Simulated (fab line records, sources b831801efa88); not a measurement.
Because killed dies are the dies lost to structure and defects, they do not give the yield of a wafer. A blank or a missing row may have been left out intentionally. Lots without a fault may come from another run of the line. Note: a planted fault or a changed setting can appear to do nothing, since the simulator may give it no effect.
fab line records -- flow sky130
record: lots: 7, wafers: 21, lastDay: 50
route steps=708 shown CAP2M@604 PAD_OPEN@708
lots that met no fault: taken from a fault-free run of the same line
startH: hours from the record's opening day to when the first of the lot's shown wafers began -- waitH: hours from the lot's prior step to this one -- " as in the row above -- L1.1+2: one row covering several wafers at once -- - no value present, or no start provided -- * or withheld: withheld -- < > ~ a bound
route shown NAME@n: NAME is a module with steps in the file, n the number in the route of the first one -- usual: average and standard deviation across the fault-free wafers -- same: alike in all rows -- chamber/n: place in a boat -- sites: readings site by site -- _std_site: the values' standard deviation -- _edge_site: inner sites' mean taken away from outer sites' mean -- radiusMm: for every site, how far away it sits from the centre of the wafer -- mask NAME#n: copy n -- behind: the tool/chamber that last shaped the wafer -- hold: reason for holding the lot/hours on hold/outcome of the hold -- device: the transistor (n, p or np) that didn't switch -- end of line: tests run on the same wafers once the route is complete -- a step without rows: its recipe alone -- killed: not the wafer's yield, but the dies lost to structure and defects at the first sort -- map: shows each die of a wafer: x if killed, . if not, _ if none is there
set.NAME: the run value of the setting; set.NAME@STEP: its run value at that earlier step -- model.NAME: the simulator's own value behind a step, which no gauge read
lots at selected steps of the route; one table per step, one row per wafer
services: a tool's chamber out of use, with start hour (startH, from the record's first day; less than 0 if before it), hours out, and reason
== steps ==
step: SKY_CAP2M_THK_MEAS_01
recipe: reads: SiO2_of_CAP2M_CVD_00
usual: CAP2M_CVD_00_THK: 15.49/0.23
lot.wafer,tool,chamber,startH,waitH,CAP2M_CVD_00_THK[nm]
L446.1,filmMetro-02,-,929.42,-,15.29
L446.2,filmMetro-02,-,929.42,-,15.18
L446.6,filmMetro-02,-,929.42,-,15.56
L458.1,filmMetro-04,-,1015.12,-,15.65
L458.3,filmMetro-04,-,1015.12,-,15.76
L458.6,filmMetro-04,-,1015.12,-,15.84
L459.3,filmMetro-04,-,1018.73,-,15.51
L459.4,filmMetro-04,-,1018.73,-,15.52
L459.5,filmMetro-04,-,1018.73,-,15.89
L460.2,filmMetro-02,-,1028.21,-,14.97
L460.3,filmMetro-02,-,1028.21,-,15.40
L460.4,filmMetro-02,-,1028.21,-,15.38
L462.2,filmMetro-02,-,1041.82,-,15.07
L462.3,filmMetro-02,-,1041.82,-,15.04
L462.4,filmMetro-02,-,1041.82,-,15.52
L466.1,filmMetro-02,-,1066.44,-,15.46
L466.4,filmMetro-02,-,1066.44,-,15.70
L466.6,filmMetro-02,-,1066.44,-,15.35
L467.1,filmMetro-02,-,1067.53,-,15.20
L467.3,filmMetro-02,-,1067.53,-,15.22
L467.4,filmMetro-02,-,1067.53,-,15.47
step: SKY_CAP2M_SPUTTER_02
recipe: material: TiN, targetThkNm: 200, tempC: 300, powerW: 6388, timeS: 166.7, chamberPressurePa: 0.4
usual: throttleValvePct: 30.5/1.1
lot.wafer,tool,chamber,startH,waitH,throttleValvePct
L446.1,pvdSputter-02,-,929.48,0.1,30.2
L446.2,pvdSputter-02,-,929.48,0.1,29.9
L446.6,pvdSputter-02,-,929.48,0.1,30.3
L458.1,pvdSputter-04,-,1015.18,0.1,30.0
L458.3,pvdSputter-04,-,1015.18,0.1,31.1
L458.6,pvdSputter-04,-,1015.18,0.1,30.0
L459.3,pvdSputter-02,-,1018.77,0.0,30.5
L459.4,pvdSputter-02,-,1018.77,0.0,31.6
L459.5,pvdSputter-02,-,1018.77,0.0,31.5
L460.2,pvdSputter-04,-,1028.26,0.0,28.8
L460.3,pvdSputter-04,-,1028.26,0.0,30.9
L460.4,pvdSputter-04,-,1028.26,0.0,29.7
L462.2,pvdSputter-04,-,1041.87,0.0,30.9
L462.3,pvdSputter-04,-,1041.87,0.0,29.5
L462.4,pvdSputter-04,-,1041.87,0.0,32.5
L466.1,pvdSputter-04,-,1066.50,0.1,32.7
L466.4,pvdSputter-04,-,1066.50,0.1,28.9
L466.6,pvdSputter-04,-,1066.50,0.1,32.4
L467.1,pvdSputter-03,-,1067.59,0.1,31.1
L467.3,pvdSputter-03,-,1067.59,0.1,31.0
L467.4,pvdSputter-03,-,1067.59,0.1,29.7
step: SKY_CAP2M_RS_MEAS_03
recipe: thkMeasGauge: four-point-probe, reads: TiN_of_CAP2M_SPUTTER_02
usual: CAP2M_TIN_RS: 7.05/0.088
lot.wafer,tool,chamber,startH,waitH,CAP2M_TIN_RS[ohm/sq]
L446.1,filmMetro-04,-,929.59,0.1,7.16
L446.2,filmMetro-04,-,929.59,0.1,7.14
L446.6,filmMetro-04,-,929.59,0.1,7.22
L458.1,filmMetro-01,-,1015.29,0.1,7.12
L458.3,filmMetro-01,-,1015.29,0.1,7.08
L458.6,filmMetro-01,-,1015.29,0.1,7.09
L459.3,filmMetro-02,-,1018.92,0.1,6.97
L459.4,filmMetro-02,-,1018.92,0.1,6.94
L459.5,filmMetro-02,-,1018.92,0.1,7.04
L460.2,filmMetro-02,-,1028.39,0.1,7.00
L460.3,filmMetro-02,-,1028.39,0.1,6.92
L460.4,filmMetro-02,-,1028.39,0.1,6.98
L462.2,filmMetro-04,-,1041.99,0.1,7.16
L462.3,filmMetro-04,-,1041.99,0.1,7.24
L462.4,filmMetro-04,-,1041.99,0.1,7.03
L466.1,filmMetro-04,-,1066.60,0.1,7.03
L466.4,filmMetro-04,-,1066.60,0.1,7.10
L466.6,filmMetro-04,-,1066.60,0.1,6.99
L467.1,filmMetro-04,-,1067.70,0.1,7.01
L467.3,filmMetro-04,-,1067.70,0.1,6.98
L467.4,filmMetro-04,-,1067.70,0.1,6.94
step: SKY_CAP2M_THK_MEAS_04
recipe: thkMeasGauge: xrf, reads: TiN_of_CAP2M_SPUTTER_02
usual: CAP2M_TIN_THK: 198.5/2.5
lot.wafer,tool,chamber,startH,waitH,CAP2M_TIN_THK[nm]
L446.1,filmMetro-04,-,929.71,0.1,195.9
L446.2,filmMetro-04,-,929.71,0.1,196.5
L446.6,filmMetro-04,-,929.71,0.1,195.0
L458.1,filmMetro-01,-,1015.41,0.1,197.9
L458.3,filmMetro-01,-,1015.41,0.1,198.5
L458.6,filmMetro-01,-,1015.41,0.1,198.2
L459.3,filmMetro-02,-,1019.02,0.1,198.3
L459.4,filmMetro-02,-,1019.02,0.1,199.5
L459.5,filmMetro-02,-,1019.02,0.1,196.9
L460.2,filmMetro-02,-,1028.50,0.1,198.2
L460.3,filmMetro-02,-,1028.50,0.1,199.2
L460.4,filmMetro-02,-,1028.50,0.1,198.0
L462.2,filmMetro-04,-,1042.10,0.1,195.7
L462.3,filmMetro-04,-,1042.10,0.1,194.7
L462.4,filmMetro-04,-,1042.10,0.1,199.3
L466.1,filmMetro-04,-,1066.72,0.1,198.9
L466.4,filmMetro-04,-,1066.72,0.1,197.7
L466.6,filmMetro-04,-,1066.72,0.1,200.0
L467.1,filmMetro-04,-,1067.82,0.1,199.0
L467.3,filmMetro-04,-,1067.82,0.1,200.8
L467.4,filmMetro-04,-,1067.82,0.1,201.4
step: SKY_CAP2M_DEHYDRATE_05
recipe: tempC: 200, timeS: 60
step: SKY_CAP2M_HMDS_06
recipe: primeTimeS: 60, primeTempC: 120
step: SKY_CAP2M_COAT_07
recipe: resist: NOVOLAK, spinRpm: 3000, resistThkNm: 1140
step: SKY_CAP2M_SOFTBAKE_08
recipe: tempC: 90, timeS: 60, resist: NOVOLAK
step: SKY_CAP2M_EXPOSE_09
recipe: maskId: CAP2M, na: 0.6, sourceShape: conventional, sigmaOuter: 0.6, polarization: unpolarized, targetCdNm: 1000, doseMj: 159
step: SKY_CAP2M_PEB_10
recipe: tempC: withheld, timeS: *, resist: NOVOLAK
step: SKY_CAP2M_DEVELOP_11
recipe: resist: NOVOLAK, developer: TMAH, developTimeS: 60, devTempC: 23
step: SKY_CAP2M_OVL_MEAS_12
usual: CAP2M_OVL: -0.8/1.6
lot.wafer,tool,chamber,startH,waitH,CAP2M_OVL[nm]
L446.1,overlay-02,-,954.32,0.1,0.5
L446.2,overlay-02,-,954.32,0.1,-0.1
L446.6,overlay-02,-,954.32,0.1,-1.9
L458.1,overlay-01,-,1037.37,0.1,0.1
L458.3,overlay-01,-,1037.37,0.1,-0.7
L458.6,overlay-01,-,1037.37,0.1,-1.8
L459.3,overlay-01,-,1041.34,0.1,-1.2
L459.4,overlay-01,-,1041.34,0.1,-1.5
L459.5,overlay-01,-,1041.34,0.1,-1.5
L460.2,overlay-01,-,1050.83,0.1,-1.2
L460.3,overlay-01,-,1050.83,0.1,-2.5
L460.4,overlay-01,-,1050.83,0.1,0.4
L462.2,overlay-01,-,1062.42,0.1,-3.1
L462.3,overlay-01,-,1062.42,0.1,-3.4
L462.4,overlay-01,-,1062.42,0.1,-0.8
L466.1,overlay-01,-,1087.13,0.1,1.3
L466.4,overlay-01,-,1087.13,0.1,2.3
L466.6,overlay-01,-,1087.13,0.1,1.2
L467.1,overlay-02,-,1088.88,0.1,0.5
L467.3,overlay-02,-,1088.88,0.1,0.5
L467.4,overlay-02,-,1088.88,0.1,1.6
step: SKY_CAP2M_METAL_ETCH_13
recipe: targetDepthNm: 220, stopOn: SiO2, chemistry: Cl2/BCl3, target: TiN, pressureMtorr: 10, icpW: 900, biasW: 48.5, Cl2_flow_sccm: 60, bcl3FlowSccm: 30, timeS: 62.9
usual: bcl3FlowSccm: 29.99/0.092, biasW: 48.52/0.16, drypumpMotorCurrentA: 5.9/0.37, oesProductAu: 0.931/0.0076, throttleValvePct: 21.907/0.011
lot.wafer,tool,chamber,startH,waitH,bcl3FlowSccm,biasW,drypumpMotorCurrentA,oesProductAu,rfHoursCounterH,throttleValvePct,model.NOVOLAK_of_CAP2M_COAT_07.thkNm
L446.1,rieMetal-03,1,954.35,0.0,29.96,48.60,5.8,0.924,1,21.913,993.2
L446.2,rieMetal-03,0,954.35,0.0,30.16,48.45,6.4,0.921,17,21.908,992.4
L446.6,rieMetal-03,0,954.35,0.0,29.86,48.70,6.4,0.920,-,21.911,996.1
L458.1,rieMetal-04,0,1037.40,0.0,-,-,-,-,-,-,1141
L458.3,rieMetal-04,1,1037.40,0.0,-,-,-,-,-,-,1143
L458.6,rieMetal-04,0,1037.40,0.0,-,-,-,-,-,-,1139
L459.3,rieMetal-02,1,1041.39,0.0,-,-,-,-,-,-,1145
L459.4,rieMetal-02,0,1041.39,0.0,-,-,-,-,-,-,1144
L459.5,rieMetal-02,1,1041.39,0.0,-,-,-,-,-,-,1142
L460.2,rieMetal-03,1,1050.86,0.0,-,-,-,-,-,-,1144
L460.3,rieMetal-03,0,1050.86,0.0,-,-,-,-,-,-,1141
L460.4,rieMetal-03,1,1050.86,0.0,-,-,-,-,-,-,1143
L462.2,rieMetal-04,1,1062.45,0.0,30.10,48.44,6.4,0.923,9,21.914,990.4
L462.3,rieMetal-04,1,1062.45,0.0,30.10,48.42,6.4,0.915,-,21.915,994.6
L462.4,rieMetal-04,0,1062.45,0.0,29.92,48.52,5.5,0.928,-,21.901,992.5
L466.1,rieMetal-02,1,1087.17,0.0,30.09,48.71,5.8,0.933,23,21.907,987.8
L466.4,rieMetal-02,0,1087.17,0.0,30.13,48.71,5.4,0.923,-,21.914,999.2
L466.6,rieMetal-02,0,1087.17,0.0,29.92,48.58,5.5,0.945,-,21.900,995
L467.1,rieMetal-04,0,1088.92,0.0,29.96,48.64,5.5,0.931,16,21.903,992.1
L467.3,rieMetal-04,0,1088.92,0.0,29.93,48.45,5.5,0.937,-,21.907,987.3
L467.4,rieMetal-04,1,1088.92,0.0,29.89,48.48,6.4,0.942,-,21.902,993.9
step: SKY_CAP2M_STRIP_14
recipe: chemistry: O2/N2, powerW: 1400, pressureMtorr: 1500, platenTempC: withheld, o2FlowSccm: 3000, n2FlowSccm: 300, overashFraction: 0.5
usual: drypumpMotorCurrentA: 5.6/0.33, oesProductAu: 0.710/0.0046, stripTimeToEndpointS: 12.67/0.043
lot.wafer,tool,chamber,startH,waitH,drypumpMotorCurrentA,oesProductAu,rfHoursCounterH,stripTimeToEndpointS
L446.1,plasmaAsher-02,0,954.43,0.1,5.3,0.715,50,12.64
L446.2,plasmaAsher-02,1,954.43,0.1,5.4,0.708,50,12.64
L446.6,plasmaAsher-02,0,954.43,0.1,5.3,0.710,-,12.70
L458.1,plasmaAsher-03,0,1037.48,0.1,5.9,0.720,85,14.20
L458.3,plasmaAsher-03,1,1037.48,0.1,5.3,0.713,-,14.22
L458.6,plasmaAsher-03,1,1037.48,0.1,5.3,0.715,-,14.18
L459.3,plasmaAsher-01,0,1041.47,0.1,5.4,0.723,-,14.24
L459.4,plasmaAsher-01,1,1041.47,0.1,6.3,0.718,-,14.23
L459.5,plasmaAsher-01,0,1041.47,0.1,5.4,0.710,-,14.21
L460.2,plasmaAsher-01,1,1050.94,0.1,6.2,0.709,124,14.23
L460.3,plasmaAsher-01,0,1050.94,0.1,5.4,0.720,-,14.19
L460.4,plasmaAsher-01,1,1050.94,0.1,6.2,0.722,-,14.23
L462.2,plasmaAsher-02,0,1062.53,0.1,5.3,0.707,61,12.61
L462.3,plasmaAsher-02,1,1062.53,0.1,5.4,0.719,-,12.68
L462.4,plasmaAsher-02,0,1062.53,0.1,5.3,0.710,-,12.66
L466.1,plasmaAsher-02,1,1087.25,0.1,5.4,0.716,64,12.58
L466.4,plasmaAsher-02,0,1087.25,0.1,5.3,0.708,-,12.71
L466.6,plasmaAsher-02,1,1087.25,0.1,5.4,0.709,-,12.67
L467.1,plasmaAsher-02,1,1089.00,0.1,5.4,0.712,64,12.65
L467.3,plasmaAsher-02,1,1089.00,0.1,5.4,0.709,-,12.58
L467.4,plasmaAsher-02,0,1089.00,0.1,5.3,0.715,-,12.65
step: SKY_CAP2M_STRIP_15
recipe: chemistry: postEtchResidueRemover, timeS: 1200, tempC: 72.5
step: SKY_PAD_OPEN_PROBE_99
usual: defectLimitedYield: 82.8/1.8, killed_at_M0_to_M3: 43/6.3, killed_at_M4_up: 3.1/1.9, killedAtContacts: 24/5.1, killedAtFrontEnd: 14/4.3, killedAtOther: 0.3/0.53, killedDies: 85/8.8, killedOnRim: 17/3.9, killedOpen: 46/7.1, killedShort: 38/5.9, sort_bin_3_pad_short: 0.8/0.41, sort_bin_5_function: 10.4/1.5, sort_bin_6_memory: 6.1/1.1, sortNPass: 407/8.8, sortYieldPct: 82.8/1.8
same: grossDies: 492, killedAtBackSide: 0, sort_bin_4_leakage[%]: 0, sort_bin_8_speed[%]: 0
lot.wafer,tool,chamber,startH,waitH,defectLimitedYield[%],killed_at_M0_to_M3,killed_at_M4_up,killedAtContacts,killedAtFrontEnd,killedAtOther,killedDies,killedOnRim,killedOpen,killedShort,sort_bin_3_pad_short[%],sort_bin_5_function[%],sort_bin_6_memory[%],sortNPass,sortYieldPct[%]
L458.1,prober-01,-,1145.45,0.1,0,38,4,27,13,410,492,96,51,31,1.2,93.9,4.9,0,0
L458.3,prober-01,-,1145.55,0.2,0,46,2,23,10,411,492,96,40,41,1.0,92.9,6.1,0,0
L458.6,prober-01,-,1145.70,0.2,0,54,3,29,9,397,492,96,50,45,0.8,91.7,7.5,0,0
L459.3,prober-02,-,1148.48,0.2,0,38,0,24,8,422,492,96,37,32,0.2,94.7,5.1,0,0
L459.4,prober-02,-,1148.53,0.2,0,37,4,31,10,410,492,96,44,38,0.6,93.1,6.3,0,0
L459.5,prober-02,-,1148.58,0.2,0,40,4,25,20,403,492,96,49,40,1.4,93.1,5.5,0,0
L460.2,prober-01,-,1157.05,0.1,0,33,2,23,13,421,492,96,38,33,0.4,94.3,5.3,0,0
L460.3,prober-01,-,1157.10,0.2,0,43,4,28,12,405,492,96,51,36,1.0,92.1,6.9,0,0
L460.4,prober-01,-,1157.15,0.2,0,38,1,25,14,414,492,96,48,31,0.8,94.1,5.1,0,0
L462.2,prober-01,-,1167.22,0.1,83.7,44,2,21,13,0,80,17,42,38,0.4,10.0,5.9,412,83.7
L462.3,prober-01,-,1167.27,0.2,82.9,48,1,23,11,1,84,21,52,32,0.4,10.8,5.9,408,82.9
L462.4,prober-01,-,1167.32,0.2,82.3,50,3,25,9,0,87,20,48,39,0.6,11.8,5.3,405,82.3
killed by level:class
L458.1 CAP2M:areaEtch=410 CONTACT:geometricParticle:open=11 VIA2:geometricParticle:open=9 VIA1:geometricParticle:open=8 LI_CONTACT:geometricParticle:open=5 CONTACT:geometricParticle:short=5 POLY_GATE:geometricParticle:short=4 LOCAL_INTERCONNECT:geometricParticle:open=4
L458.3 CAP2M:areaEtch=411 VIA1:geometricParticle:open=13 VIA1:geometricParticle:short=8 LI_CONTACT:geometricParticle:open=6 LOCAL_INTERCONNECT:geometricParticle:short=6 CONTACT:geometricParticle:short=5 METAL1:geometricParticle:short=5 VIA2:geometricParticle:open=5
L458.6 CAP2M:areaEtch=397 VIA1:geometricParticle:open=12 LI_CONTACT:geometricParticle:open=10 CONTACT:geometricParticle:open=10 METAL2:geometricParticle:short=8 METAL1:geometricParticle:short=7 VIA1:geometricParticle:short=6 VIA2:geometricParticle:open=6
L459.3 CAP2M:areaEtch=422 VIA1:geometricParticle:open=11 CONTACT:geometricParticle:open=10 LI_CONTACT:geometricParticle:open=5 METAL2:geometricParticle:short=5 VIA3:geometricParticle:open=5 CONTACT:geometricParticle:short=4 METAL1:geometricParticle:short=4
L459.4 CAP2M:areaEtch=410 CONTACT:geometricParticle:open=13 METAL2:geometricParticle:short=8 CONTACT:geometricParticle:short=7 VIA2:geometricParticle:open=7 LI_CONTACT:geometricParticle:open=6 VIA1:geometricParticle:open=5 METAL4:geometricParticle:short=4
L459.5 CAP2M:areaEtch=403 VIA1:geometricParticle:open=11 CONTACT:geometricParticle:open=9 FIELD_ISO:geometricParticle:open=7 POLY_GATE:geometricParticle:short=6 LOCAL_INTERCONNECT:geometricParticle:short=6 CONTACT:geometricParticle:short=5 LI_CONTACT:geometricParticle:open=5
L460.2 CAP2M:areaEtch=420 LOCAL_INTERCONNECT:geometricParticle:short=8 VIA1:geometricParticle:open=6 VIA3:geometricParticle:open=6 CONTACT:geometricParticle:open=6 METAL1:geometricParticle:short=6 LI_CONTACT:geometricParticle:open=5 VIA2:geometricParticle:open=5
L460.3 CAP2M:areaEtch=405 VIA1:geometricParticle:open=13 LI_CONTACT:geometricParticle:open=10 CONTACT:geometricParticle:open=9 VIA3:geometricParticle:open=8 VIA3:geometricParticle:short=5 METAL1:geometricParticle:short=4 METAL4:geometricParticle:short=4
L460.4 CAP2M:areaEtch=413 VIA1:geometricParticle:open=9 CONTACT:geometricParticle:open=9 LI_CONTACT:geometricParticle:open=8 VIA3:geometricParticle:open=6 FIELD_ISO:geometricParticle:open=5 LOCAL_INTERCONNECT:geometricParticle:short=5 POLY_GATE:geometricParticle:short=4
L462.2 METAL1:geometricParticle:short=7 FIELD_ISO:geometricParticle:open=6 CONTACT:geometricParticle:open=6 VIA1:geometricParticle:open=6 VIA2:geometricParticle:open=6 VIA3:geometricParticle:short=5 METAL2:geometricParticle:short=4 LI_CONTACT:geometricParticle:open=4
L462.3 LI_CONTACT:geometricParticle:open=10 VIA2:geometricParticle:open=10 CONTACT:geometricParticle:open=8 VIA1:geometricParticle:open=8 METAL1:geometricParticle:short=6 VIA3:geometricParticle:open=5 METAL2:geometricParticle:short=4 VIA2:geometricParticle:short=4
L462.4 VIA1:geometricParticle:open=12 LI_CONTACT:geometricParticle:open=10 CONTACT:geometricParticle:open=10 METAL1:geometricParticle:short=7 VIA3:geometricParticle:short=6 VIA2:geometricParticle:open=5 FIELD_ISO:geometricParticle:open=4 VIA1:geometricParticle:short=4
map L458.1 (x killed, . not)
__________xxxxxxxxxx_________
________xxxxxxxxxxxxxx_______
______xxxxxxxxxxxxxxxxxx_____
_____xxxxxxxxxxxxxxxxxxxx____
____xxxxxxxxxxxxxxxxxxxxxx___
___xxxxxxxxxxxxxxxxxxxxxxxx__
__xxxxxxxxxxxxxxxxxxxxxxxxxx_
_xxxxxxxxxxxxxxxxxxxxxxxxxxxx
_xxxxxxxxxxxxxxxxxxxxxxxxxxxx
_xxxxxxxxxxxxxxxxxxxxxxxxxxxx
_xxxxxxxxxxxxxxxxxxxxxxxxxxxx
_xxxxxxxxxxxxxxxxxxxxxxxxxxxx
_xxxxxxxxxxxxxxxxxxxxxxxxxxxx
_xxxxxxxxxxxxxxxxxxxxxxxxxxxx
_xxxxxxxxxxxxxxxxxxxxxxxxxxxx
__xxxxxxxxxxxxxxxxxxxxxxxxxx_
___xxxxxxxxxxxxxxxxxxxxxxxx__
____xxxxxxxxxxxxxxxxxxxxxx___
_____xxxxxxxxxxxxxxxxxxxx____
______xxxxxxxxxxxxxxxxxx_____
________xxxxxxxxxxxxxx_______
__________xxxxxxxxxx_________
map L459.3 (x killed, . not)
__________xxxxxxxxxx_________
________xxxxxxxxxxxxxx_______
______xxxxxxxxxxxxxxxxxx_____
_____xxxxxxxxxxxxxxxxxxxx____
____xxxxxxxxxxxxxxxxxxxxxx___
___xxxxxxxxxxxxxxxxxxxxxxxx__
__xxxxxxxxxxxxxxxxxxxxxxxxxx_
_xxxxxxxxxxxxxxxxxxxxxxxxxxxx
_xxxxxxxxxxxxxxxxxxxxxxxxxxxx
_xxxxxxxxxxxxxxxxxxxxxxxxxxxx
_xxxxxxxxxxxxxxxxxxxxxxxxxxxx
_xxxxxxxxxxxxxxxxxxxxxxxxxxxx
_xxxxxxxxxxxxxxxxxxxxxxxxxxxx
_xxxxxxxxxxxxxxxxxxxxxxxxxxxx
_xxxxxxxxxxxxxxxxxxxxxxxxxxxx
__xxxxxxxxxxxxxxxxxxxxxxxxxx_
___xxxxxxxxxxxxxxxxxxxxxxxx__
____xxxxxxxxxxxxxxxxxxxxxx___
_____xxxxxxxxxxxxxxxxxxxx____
______xxxxxxxxxxxxxxxxxx_____
________xxxxxxxxxxxxxx_______
__________xxxxxxxxxx_________
== services ==
tool,chamber,startH,hours,kind
plasmaAsher-03,-,907.12,14.6,pm
rieMetal-03,1,916.21,-,clean
rieMetal-03,1,916.21,21.6,scheduledDown
rieMetal-03,1,916.21,21.6,ventCycle
plasmaAsher-01,-,917.81,11.4,repair
plasmaAsher-03,-,922.11,4.3,repair
plasmaAsher-02,-,931.53,2.7,repair
plasmaAsher-02,-,935.02,3.1,repair
rieMetal-03,-,945.81,0.8,repair
plasmaAsher-03,-,950.70,0.7,repair
plasmaAsher-01,-,961.07,1.9,repair
rieMetal-03,0,964.17,-,clean
rieMetal-03,0,964.17,30.7,scheduledDown
rieMetal-03,0,964.17,30.7,ventCycle
rieMetal-04,-,992.34,14.6,pm
plasmaAsher-02,-,994.19,0.8,repair
pvdSputter-04,1,1010.25,-,consumableReplace:kit
pvdSputter-04,1,1010.25,18.0,scheduledDown
pvdSputter-04,1,1010.25,18.0,ventCycle
pvdSputter-03,-,1016.42,6.8,repair
rieMetal-03,-,1028.15,1.4,pm
plasmaAsher-01,-,1055.25,9.0,pm
rieMetal-02,-,1067.82,0.2,repair
plasmaAsher-02,-,1070.13,3.1,repair
== key ==
firstSign: step: SKY_CAP2M_METAL_ETCH_13, reading: toolRecord, direction: missing
effect: step: SKY_CAP2M_STRIP_14, reading: stripTimeToEndpointS, direction: up, sigmas: 36, usual: *, struck: *
effect: step: SKY_PAD_OPEN_PROBE_99, reading: killedAtOther, direction: up, sigmas: 99+, usual: 0.3, struck: 410.3
modelEffect: step: SKY_CAP2M_METAL_ETCH_13, value: NOVOLAK_of_CAP2M_COAT_07.thkNm, without: 996.2, struck: 1142
moreKillsBornAt: SKY_CAP2M_METAL_ETCH_13@rieMetal-03: 1238, SKY_CAP2M_METAL_ETCH_13@rieMetal-02: 1235, SKY_CAP2M_METAL_ETCH_13@rieMetal-04: 1218
metAt SKY_CAP2M_METAL_ETCH_13
struckWafers L458.1,L458.3,L458.6,L459.3,L459.4,L459.5,L460.2,L460.3,L460.4
laterRowsLeftOut L458.1,L458.3,L458.6,L459.3,L459.4,L459.5,L460.2,L460.3,L460.4
onsetBetween 954.35 1037.40
fault: kind: skippedStepWhole, tool: rieMetal-02,rieMetal-03,rieMetal-04, chamber: -, onsetH: 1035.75, steps: SKY_CAP2M_METAL_ETCH_13, scope: struckLotsOnly
laterRowsLeftOut: the simulator's readings of these wafers behind a module that went badly wrong aren't trusted and aren't shown, but for the sort
